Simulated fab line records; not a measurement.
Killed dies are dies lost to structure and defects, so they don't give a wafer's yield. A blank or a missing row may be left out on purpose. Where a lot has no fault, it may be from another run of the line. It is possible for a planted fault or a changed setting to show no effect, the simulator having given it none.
Check of tool commonality | flow sky130 | 11 lots, 33 wafers sampled

THE REASON FOR OPENING IT
Of 11 lots, 4 have the reading LI_CONTACT_HDPCVD_THK flagged at SKY_LI_CONTACT_THK_MEAS_01. Wafers without a fault read 932 nm, standard deviation 11.
Rule: a lot gets a flag if all its wafers with a number sit over 4 standard deviations from that mean, or if no wafer of it has a number. The rest of the lots are taken to be sound.

lot  | measured     | on           | LI_CONTACT_HDPCVD_THK (nm), wafer by wafer | flag
L988 | day 28 16:59 | filmMetro-02 | 904 916 908                                | 
L991 | day 29 17:49 | filmMetro-01 | 933 932 934                                | 
L994 | day 30 22:07 | filmMetro-01 | 698 723 716                                | FLAGGED
L996 | day 31 20:14 | filmMetro-03 | 728 731 729                                | FLAGGED
L997 | day 32 08:58 | filmMetro-01 | 725 725 721                                | FLAGGED
L998 | day 32 15:34 | filmMetro-02 | 735 720 735                                | FLAGGED
L101 | day 33 22:01 | filmMetro-03 | 928 936 924                                | 
L103 | day 33 23:17 | filmMetro-01 | 915 926 928                                | 
L104 | day 34 07:46 | filmMetro-01 | 930 933 925                                | 
L106 | day 34 14:55 | filmMetro-03 | 907 925 921                                | 
L109 | day 35 14:03 | filmMetro-01 | 931 937 920                                | 
The numbers of the flagged lots are 724 nm on average: -208 nm against the usual, or -19 standard deviations.

LOT BY LOT: THE TOOL USED
The record keeps 1 process step preceding the reading, out of 708 steps on the route. Each cell gives the tool, then ch followed by the chambers the sampled wafers passed through, then the start.
lot  | flag    | SKY_LI_CONTACT_HDPCVD_00
L988 |         | hdpcvd-02 ch 0,2, day 28 16:53
L991 |         | hdpcvd-02 ch 1,2, day 29 17:40
L994 | FLAGGED | hdpcvd-02 ch 1,2, day 30 22:01
L996 | FLAGGED | hdpcvd-02 ch 0,1,2, day 31 20:08
L997 | FLAGGED | hdpcvd-02 ch 1,2, day 32 08:50
L998 | FLAGGED | hdpcvd-02 ch 0,1, day 32 15:28
L101 |         | hdpcvd-01 ch 0,1, day 33 21:55
L103 |         | hdpcvd-01 ch 0,1,2, day 33 23:05
L104 |         | hdpcvd-01 ch 0,1,2, day 34 07:40
L106 |         | hdpcvd-01 ch 0,1,2, day 34 14:47
L109 |         | hdpcvd-01 ch 0,1, day 35 13:56
What the steps here do:
- SKY_LI_CONTACT_HDPCVD_00: deposits PSG, target thk 930 nm, time 155 s.
- SKY_LI_CONTACT_THK_MEAS_01

FLAGGED OVER TOTAL, TOOL BY TOOL (the gauges that took the reading come last)
step                       | tool         | lots run | flagged | share of the flagged lots | sound lots run after its first flagged lot
SKY_LI_CONTACT_HDPCVD_00   | hdpcvd-01    | 5        | 0       | none                      | -
SKY_LI_CONTACT_HDPCVD_00   | hdpcvd-02    | 6        | 4       | all                       | 0
SKY_LI_CONTACT_THK_MEAS_01 | filmMetro-01 | 6        | 2       | some                      | 3 (L103,L104,L109)
SKY_LI_CONTACT_THK_MEAS_01 | filmMetro-02 | 2        | 1       | some                      | 0
SKY_LI_CONTACT_THK_MEAS_01 | filmMetro-03 | 3        | 1       | some                      | 2 (L101,L106)

WHAT THE TABLE ALLOWS
In the table, 1 row covers all flagged lots: hdpcvd-02 at SKY_LI_CONTACT_HDPCVD_00.
- hdpcvd-02 at SKY_LI_CONTACT_HDPCVD_00: 4 of its 6 lots flagged. Its last sound lot is L991 (day 29 17:40), its first flagged lot L994 (day 30 22:01): a fault that began between those two fits.
Left over: one tool, hdpcvd-02 at SKY_LI_CONTACT_HDPCVD_00.

WHAT THE SIMULATOR PUT IN
Site profile drift: hdpcvd-02, from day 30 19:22 on, at SKY_LI_CONTACT_HDPCVD_00. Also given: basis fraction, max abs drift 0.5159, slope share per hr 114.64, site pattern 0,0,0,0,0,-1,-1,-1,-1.
Shown lots that were struck: L994, L996, L997, L998. The rule given above showed the same thing.
